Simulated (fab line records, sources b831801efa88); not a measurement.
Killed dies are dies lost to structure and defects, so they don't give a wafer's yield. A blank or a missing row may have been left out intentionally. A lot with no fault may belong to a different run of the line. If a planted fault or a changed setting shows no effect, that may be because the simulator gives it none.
fab line records + flow gf180mcu
record:
- lots: 12
- wafers: 36
- last_day: 34
route steps=602 shown V4@500 MIM@504 V5@542
lots with no fault: from the same line, run without faults
start_h: the number of hours between the record's first day and the start of the first shown wafer of the lot + wait_h: time in hours since the lot's previous step + " the same as in the row above + L1.1+2: several wafers, shown together as one row + - no value, or no start was given + * or withheld: withheld + < > ~ a bound
route shown NAME@n: a module of which the file shows steps, and the number in the route of the first + usual: the fault-free wafers' mean and standard deviation + same: alike in all rows + chamber/n: place in a boat + sites: the reading at each site + _std_site: the values' standard deviation + _edge_site: the outer-site mean with the inner-site mean subtracted + radius_mm: how far each site lies from the wafer's centre + mask NAME#n: copy n + behind: the most recent tool/chamber to have shaped the wafer + hold: the reason the lot was held/the length of the hold in hours/how it ended + device: whichever transistor did not switch (one of n, p or np) + end of line: tests run on the same wafers once the route is complete + where a step has no rows: the recipe by itself + killed: count of dies lost to structure and defects at first sort (not the wafer's yield) + map: a wafer's dies, marking killed ones x, the rest . and places with no die _
set.NAME: the run value of the setting; set.NAME@STEP: its run value at that earlier step + model.NAME: the simulator's own value behind a step, which no gauge read
one table for each step of the route and one row for each wafer, over a sample of lots
services: a tool's chamber out of use, with start hour (start_h, from the record's first day; less than 0 if before it), hours out, and reason
== steps ==
step: GF_V4_RS_MEAS_24
recipe:
- thk_meas_gauge: four-point-probe
- reads: W_of_V4_CVD_23+TiN_of_V4_SPUTTER_22+Ti_of_V4_SPUTTER_21
usual:
- V4_W_RS: 0.328/0.004
| lot.wafer | tool          | chamber | start_h | wait_h | V4_W_RS[ohm/sq] |
|-----------|---------------|---------|---------|--------|-----------------|
| L932.2    | film_metro-02 | -       | 566.69  | 0.1    | 0.326           |
| L932.4    | "             | -       | "       | "      | 0.322           |
| L932.6    | "             | -       | "       | "      | 0.321           |
| L933.3    | film_metro-03 | -       | 569.45  | 0.1    | 0.332           |
| L933.4    | "             | -       | "       | "      | 0.330           |
| L933.5    | "             | -       | "       | "      | 0.330           |
| L936.1    | film_metro-04 | -       | 594.87  | 0.1    | 0.323           |
| L936.3    | "             | -       | "       | "      | 0.324           |
| L936.5    | "             | -       | "       | "      | 0.319           |
| L937.2    | film_metro-02 | -       | 600.29  | 0.1    | 0.326           |
| L937.3    | "             | -       | "       | "      | 0.320           |
| L937.4    | "             | -       | "       | "      | 0.325           |
| L938.1    | film_metro-03 | -       | 619.18  | 0.1    | 0.330           |
| L938.2    | "             | -       | "       | "      | 0.329           |
| L938.3    | "             | -       | "       | "      | 0.333           |
| L940.2    | film_metro-03 | -       | 621.10  | 0.1    | 0.329           |
| L940.3    | "             | -       | "       | "      | 0.335           |
| L940.5    | "             | -       | "       | "      | 0.326           |
| L942.1    | film_metro-03 | -       | 641.11  | 0.1    | 0.329           |
| L942.2    | "             | -       | "       | "      | 0.333           |
| L942.3    | "             | -       | "       | "      | 0.327           |
| L943.3    | film_metro-02 | -       | 650.45  | 0.1    | 0.336           |
| L943.5    | "             | -       | "       | "      | 0.333           |
| L943.6    | "             | -       | "       | "      | 0.328           |
| L947.1    | film_metro-04 | -       | 676.71  | 0.1    | 0.328           |
| L947.3    | "             | -       | "       | "      | 0.325           |
| L947.5    | "             | -       | "       | "      | 0.328           |
| L951.4    | film_metro-03 | -       | 704.67  | 0.1    | 0.328           |
| L951.5    | "             | -       | "       | "      | 0.332           |
| L951.6    | "             | -       | "       | "      | 0.325           |
| L954.2    | film_metro-04 | -       | 720.68  | 0.1    | 0.331           |
| L954.5    | "             | -       | "       | "      | 0.333           |
| L954.6    | "             | -       | "       | "      | 0.331           |
| L955.1    | film_metro-03 | -       | 735.40  | 0.1    | 0.330           |
| L955.2    | "             | -       | "       | "      | 0.332           |
| L955.3    | "             | -       | "       | "      | 0.328           |
step: GF_MIM_SPUTTER_01
recipe:
- material: TiN
- target_thk_nm: 30
- power_w: 6500
- time_s: 25
- chamber_pressure_pa: 0.4
usual:
- cathode_dc_power_W: 6500.1/1.3
- throttle_valve_pct: 29.8/1.2
same:
- time_s: 25
| lot.wafer | tool           | chamber | start_h | wait_h | cathode_dc_power_W | throttle_valve_pct |
|-----------|----------------|---------|---------|--------|--------------------|--------------------|
| L932.2    | pvd_sputter-04 | -       | 567.25  | 0.1    | 6499.5             | 29.2               |
| L932.4    | "              | -       | "       | "      | 6499.4             | 29.2               |
| L932.6    | "              | -       | "       | "      | 6500.1             | 30.8               |
| L933.3    | pvd_sputter-04 | -       | 569.99  | 0.1    | 6498.8             | 29.2               |
| L933.4    | "              | -       | "       | "      | 6499.9             | 31.0               |
| L933.5    | "              | -       | "       | "      | 6500.0             | 31.6               |
| L936.1    | pvd_sputter-04 | -       | 595.45  | 0.1    | 6499.9             | 28.9               |
| L936.3    | "              | -       | "       | "      | 6499.1             | 31.6               |
| L936.5    | "              | -       | "       | "      | 6499.3             | 29.2               |
| L937.2    | pvd_sputter-04 | -       | 600.85  | 0.1    | 6500.7             | 29.4               |
| L937.3    | "              | -       | "       | "      | 6499.5             | 30.9               |
| L937.4    | "              | -       | "       | "      | 6500.1             | 31.5               |
| L938.1    | pvd_sputter-01 | -       | 619.76  | 0.1    | 6502.9             | 27.8               |
| L938.2    | "              | -       | "       | "      | 6501.1             | 28.8               |
| L938.3    | "              | -       | "       | "      | 6499.6             | 31.9               |
| L940.2    | pvd_sputter-02 | -       | 621.66  | 0.1    | 6498.9             | 28.5               |
| L940.3    | "              | -       | "       | "      | 6498.6             | 28.9               |
| L940.5    | "              | -       | "       | "      | 6500.0             | 30.8               |
| L942.1    | pvd_sputter-04 | -       | 641.69  | 0.1    | 6500.4             | 29.3               |
| L942.2    | "              | -       | "       | "      | 6499.0             | 31.8               |
| L942.3    | "              | -       | "       | "      | 6500.0             | 31.1               |
| L943.3    | pvd_sputter-01 | -       | 650.99  | 0.1    | 6501.7             | 29.5               |
| L943.5    | "              | -       | "       | "      | 6501.2             | 32.2               |
| L943.6    | "              | -       | "       | "      | 6501.8             | 29.5               |
| L947.1    | pvd_sputter-02 | -       | 677.29  | 0.1    | 6500.9             | 29.8               |
| L947.3    | "              | -       | "       | "      | 6500.0             | 28.9               |
| L947.5    | "              | -       | "       | "      | 6500.4             | 30.9               |
| L951.4    | pvd_sputter-02 | -       | 705.19  | 0.1    | 6500.9             | 28.8               |
| L951.5    | "              | -       | "       | "      | 6500.4             | 28.2               |
| L951.6    | "              | -       | "       | "      | 6499.6             | 28.8               |
| L954.2    | pvd_sputter-02 | -       | 721.24  | 0.1    | 6497.4             | 28.7               |
| L954.5    | "              | -       | "       | "      | 6499.9             | 30.5               |
| L954.6    | "              | -       | "       | "      | 6502.7             | 28.5               |
| L955.1    | pvd_sputter-04 | -       | 735.98  | 0.1    | 6501.4             | 29.2               |
| L955.2    | "              | -       | "       | "      | 6502.7             | 29.2               |
| L955.3    | "              | -       | "       | "      | 6500.2             | 31.2               |
step: GF_MIM_SPUTTER_03
recipe:
- material: Ti
- target_thk_nm: 10
- substrate_temp_c: 300
- chamber_pressure_pa: 0.3
- power_w: 3000
- time_s: 6.7
usual:
- cathode_dc_power_W: 3000.0/0.52
- throttle_valve_pct: 29.8/1.2
same:
- time_s: 6.7
| lot.wafer | tool           | chamber | start_h | wait_h | cathode_dc_power_W | throttle_valve_pct |
|-----------|----------------|---------|---------|--------|--------------------|--------------------|
| L932.2    | pvd_sputter-04 | -       | 567.32  | 0.0    | 2999.9             | 29.2               |
| L932.4    | "              | -       | "       | "      | 3000.5             | 29.5               |
| L932.6    | "              | -       | "       | "      | 3000.4             | 30.7               |
| L933.3    | pvd_sputter-04 | -       | 570.05  | 0.0    | 2999.6             | 29.6               |
| L933.4    | "              | -       | "       | "      | 2999.1             | 30.9               |
| L933.5    | "              | -       | "       | "      | 3000.7             | 31.6               |
| L936.1    | pvd_sputter-04 | -       | 595.51  | 0.0    | 2999.2             | 29.0               |
| L936.3    | "              | -       | "       | "      | 3000.2             | 31.4               |
| L936.5    | "              | -       | "       | "      | 2999.1             | 29.5               |
| L937.2    | pvd_sputter-04 | -       | 600.91  | 0.0    | 3000.0             | 29.4               |
| L937.3    | "              | -       | "       | "      | 3000.5             | 31.0               |
| L937.4    | "              | -       | "       | "      | 2999.8             | 31.7               |
| L938.1    | pvd_sputter-01 | -       | 619.82  | 0.0    | 3000.2             | 27.9               |
| L938.2    | "              | -       | "       | "      | 3000.4             | 28.9               |
| L938.3    | "              | -       | "       | "      | 2999.4             | 32.0               |
| L940.2    | pvd_sputter-02 | -       | 621.72  | 0.0    | 3000.3             | 28.5               |
| L940.3    | "              | -       | "       | "      | 2999.9             | 29.0               |
| L940.5    | "              | -       | "       | "      | 2999.8             | 30.8               |
| L942.1    | pvd_sputter-04 | -       | 641.75  | 0.0    | 3000.0             | 29.2               |
| L942.2    | "              | -       | "       | "      | 3000.1             | 31.7               |
| L942.3    | "              | -       | "       | "      | 2999.9             | 31.0               |
| L943.3    | pvd_sputter-01 | -       | 651.05  | 0.0    | 2999.4             | 29.4               |
| L943.5    | "              | -       | "       | "      | 3000.8             | 32.2               |
| L943.6    | "              | -       | "       | "      | 3000.8             | 29.5               |
| L947.1    | pvd_sputter-02 | -       | 677.35  | 0.0    | 3000.6             | 30.2               |
| L947.3    | "              | -       | "       | "      | 3000.3             | 29.0               |
| L947.5    | "              | -       | "       | "      | 3000.5             | 31.0               |
| L951.4    | pvd_sputter-02 | -       | 705.25  | 0.0    | 2999.6             | 28.9               |
| L951.5    | "              | -       | "       | "      | 2999.8             | 28.4               |
| L951.6    | "              | -       | "       | "      | 2999.8             | 28.8               |
| L954.2    | pvd_sputter-02 | -       | 721.30  | 0.0    | 3000.3             | 28.6               |
| L954.5    | "              | -       | "       | "      | 3000.3             | 30.2               |
| L954.6    | "              | -       | "       | "      | 3000.1             | 28.5               |
| L955.1    | pvd_sputter-04 | -       | 736.04  | 0.0    | 2999.5             | 29.1               |
| L955.2    | "              | -       | "       | "      | 3000.0             | 29.4               |
| L955.3    | "              | -       | "       | "      | 3000.3             | 30.8               |
step: GF_V5_CVD_02
recipe:
- material: SiO2
- target_thk_nm: 1450
- precursor: TEOS
- temp_c: 400
- time_s: 163.28
- rf_w: 600
usual:
- heater_power_w: 632/92
- rf_fwd_power_W: 597.7/2
- susceptor_temp_C: 399.98/0.21
same:
- time_s: 163.28
| lot.wafer | tool     | chamber | start_h | wait_h | heater_power_w | rf_fwd_power_W | susceptor_temp_C |
|-----------|----------|---------|---------|--------|----------------|----------------|------------------|
| L932.2    | pecvd-01 | 2       | 611.13  | 0.0    | 768            | 596.6          | 399.95           |
| L932.4    | "        | 0       | "       | "      | 596            | 600.9          | 399.78           |
| L932.6    | "        | 2       | "       | "      | 824            | 595.3          | 400.20           |
| L933.3    | pecvd-01 | 2       | 613.75  | 0.0    | 810            | 598.9          | 399.78           |
| L933.4    | "        | 0       | "       | "      | 632            | 596.9          | 400.06           |
| L933.5    | "        | 1       | "       | "      | 550            | 599.5          | 400.47           |
| L936.1    | pecvd-03 | 0       | 637.22  | 0.1    | 787            | 596.3          | 399.57           |
| L936.3    | "        | 2       | "       | "      | 543            | 594.4          | 399.97           |
| L936.5    | "        | 0       | "       | "      | 640            | 599.4          | 400.04           |
| L937.2    | pecvd-01 | 1       | 643.38  | 0.0    | 656            | 601.3          | 400.08           |
| L937.3    | "        | 2       | "       | "      | 762            | 600.0          | 399.88           |
| L937.4    | "        | 1       | "       | "      | 722            | 597.3          | 399.95           |
| L938.1    | pecvd-02 | 1       | 661.14  | 0.1    | 631            | 597.7          | 400.07           |
| L938.2    | "        | 0       | "       | "      | 640            | 597.1          | 400.31           |
| L938.3    | "        | 2       | "       | "      | 711            | 596.5          | 400.06           |
| L940.2    | pecvd-03 | 0       | 662.75  | 0.0    | 731            | 598.1          | 399.87           |
| L940.3    | "        | 2       | "       | "      | 601            | 595.0          | 400.15           |
| L940.5    | "        | 2       | "       | "      | 643            | 598.5          | 400.11           |
| L942.1    | pecvd-02 | 2       | 682.38  | 0.1    | 731            | 595.9          | 400.30           |
| L942.2    | "        | 0       | "       | "      | 643            | 597.5          | 399.97           |
| L942.3    | "        | 1       | "       | "      | 650            | 594.3          | 400.23           |
| L943.3    | pecvd-02 | 2       | 691.11  | 0.0    | 641            | 596.7          | 399.55           |
| L943.5    | "        | 0       | "       | "      | 511            | 599.2          | 400.11           |
| L943.6    | "        | 1       | "       | "      | 636            | 598.5          | 399.95           |
| L947.1    | pecvd-02 | 1       | 715.14  | 0.1    | 636            | 602.0          | 400.05           |
| L947.3    | "        | 1       | "       | "      | 516            | 600.3          | 399.71           |
| L947.5    | "        | 0       | "       | "      | 521            | 599.4          | 399.88           |
| L951.4    | pecvd-01 | 1       | 742.29  | 0.1    | 550            | 600.2          | 399.97           |
| L951.5    | "        | 0       | "       | "      | 491            | 599.4          | 400.09           |
| L951.6    | "        | 2       | "       | "      | 830            | 597.8          | 399.89           |
| L954.2    | pecvd-01 | 2       | 756.61  | 0.0    | 807            | 499.7          | 399.73           |
| L954.5    | "        | 1       | "       | "      | 586            | 503.3          | 399.98           |
| L954.6    | "        | 0       | "       | "      | 641            | 502.1          | 400.12           |
| L955.1    | pecvd-01 | 0       | 769.98  | 0.1    | 645            | 502.0          | 400.04           |
| L955.2    | "        | 1       | "       | "      | 688            | 503.0          | 400.11           |
| L955.3    | "        | 2       | "       | "      | 752            | 502.1          | 400.47           |
step: GF_V5_THK_MEAS_03
recipe:
- reads: SiO2_of_V5_CVD_02
usual:
- V5_CVD_02_THK: 1453/19
| lot.wafer | tool          | chamber | start_h | wait_h | V5_CVD_02_THK[nm] |
|-----------|---------------|---------|---------|--------|-------------------|
| L932.2    | film_metro-01 | -       | 611.25  | 0.1    | 1437              |
| L932.4    | "             | -       | "       | "      | 1462              |
| L932.6    | "             | -       | "       | "      | 1478              |
| L933.3    | film_metro-01 | -       | 613.88  | 0.1    | 1440              |
| L933.4    | "             | -       | "       | "      | 1444              |
| L933.5    | "             | -       | "       | "      | 1434              |
| L936.1    | film_metro-01 | -       | 637.33  | 0.1    | 1449              |
| L936.3    | "             | -       | "       | "      | 1428              |
| L936.5    | "             | -       | "       | "      | 1460              |
| L937.2    | film_metro-01 | -       | 643.50  | 0.1    | 1403              |
| L937.3    | "             | -       | "       | "      | 1430              |
| L937.4    | "             | -       | "       | "      | 1442              |
| L938.1    | film_metro-02 | -       | 661.24  | 0.1    | 1453              |
| L938.2    | "             | -       | "       | "      | 1446              |
| L938.3    | "             | -       | "       | "      | 1431              |
| L940.2    | film_metro-03 | -       | 662.87  | 0.1    | 1454              |
| L940.3    | "             | -       | "       | "      | 1420              |
| L940.5    | "             | -       | "       | "      | 1448              |
| L942.1    | film_metro-02 | -       | 682.48  | 0.1    | 1446              |
| L942.2    | "             | -       | "       | "      | 1437              |
| L942.3    | "             | -       | "       | "      | 1443              |
| L943.3    | film_metro-02 | -       | 691.23  | 0.1    | 1474              |
| L943.5    | "             | -       | "       | "      | 1483              |
| L943.6    | "             | -       | "       | "      | 1487              |
| L947.1    | film_metro-03 | -       | 715.30  | 0.1    | 1442              |
| L947.3    | "             | -       | "       | "      | 1454              |
| L947.5    | "             | -       | "       | "      | 1477              |
| L951.4    | film_metro-01 | -       | 742.38  | 0.0    | 1449              |
| L951.5    | "             | -       | "       | "      | 1472              |
| L951.6    | "             | -       | "       | "      | 1459              |
| L954.2    | film_metro-03 | -       | 756.72  | 0.1    | 1353              |
| L954.5    | "             | -       | "       | "      | 1368              |
| L954.6    | "             | -       | "       | "      | 1368              |
| L955.1    | film_metro-02 | -       | 770.09  | 0.1    | 1362              |
| L955.2    | "             | -       | "       | "      | 1350              |
| L955.3    | "             | -       | "       | "      | 1372              |
== services ==
| tool           | chamber | start_h | hours | kind                   |
|----------------|---------|---------|-------|------------------------|
| pvd_sputter-04 | 1       | 548.36  | -     | consumable_replace:kit |
| pvd_sputter-04 | 1       | 548.36  | 18.0  | scheduled_down         |
| pvd_sputter-04 | 1       | 548.36  | 18.0  | vent_cycle             |
| pvd_sputter-04 | -       | 563.51  | 2.9   | repair                 |
| pvd_sputter-02 | 3       | 567.57  | -     | consumable_replace:kit |
| pecvd-02       | -       | 591.12  | 14.0  | pm                     |
| pvd_sputter-01 | -       | 598.00  | 3.4   | repair                 |
| pecvd-03       | 2       | 600.51  | 9.8   | repair                 |
| pvd_sputter-02 | -       | 638.82  | 0.6   | repair                 |
| pecvd-01       | -       | 645.87  | 0.7   | repair                 |
| pecvd-01       | 1       | 655.97  | 8.4   | repair                 |
| pecvd-03       | -       | 669.73  | 5.5   | pm                     |
| pvd_sputter-02 | -       | 680.23  | 3.1   | repair                 |
| pvd_sputter-04 | 0       | 687.46  | -     | consumable_replace:kit |
| pvd_sputter-04 | 0       | 687.46  | 18.0  | scheduled_down         |
| pvd_sputter-04 | 0       | 687.46  | 18.0  | vent_cycle             |
| pecvd-02       | 2       | 709.19  | 7.0   | repair                 |
| pecvd-01       | -       | 714.81  | 14.6  | pm                     |
| pecvd-02       | -       | 716.39  | 1.8   | repair                 |
| pvd_sputter-02 | 2       | 719.60  | -     | consumable_replace:kit |
| pecvd-03       | 0       | 722.91  | 7.5   | repair                 |
| pecvd-02       | -       | 741.94  | 0.5   | repair                 |
| pvd_sputter-02 | -       | 745.82  | 1.0   | repair                 |
| pvd_sputter-04 | -       | 769.20  | 1.0   | repair                 |
== key ==
first_sign:
- step: GF_V5_CVD_02
- reading: rf_fwd_power_W
- direction: down
- sigmas: 48
- usual: 597.7
- struck: 502.0
effect:
- step: GF_V5_THK_MEAS_03
- reading: V5_CVD_02_THK
- direction: down
- sigmas: 4.9
- usual: 1453
- struck: 1362
met_at GF_V5_CVD_02
struck_lots L954,L955
not_acting_at GF_V4_RS_MEAS_24,GF_MIM_SPUTTER_01,GF_MIM_SPUTTER_03
onset_between 742.29 756.61
fault:
- kind: process_parameter_drift
- tool: pecvd-01
- chamber: -
- onset_h: 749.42
- steps: GF_V5_CVD_02
- channel: rf_w
- offset: -96
- shape: step
- end_h: 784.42
- acts_in: these_recipes_only
- stated: 600
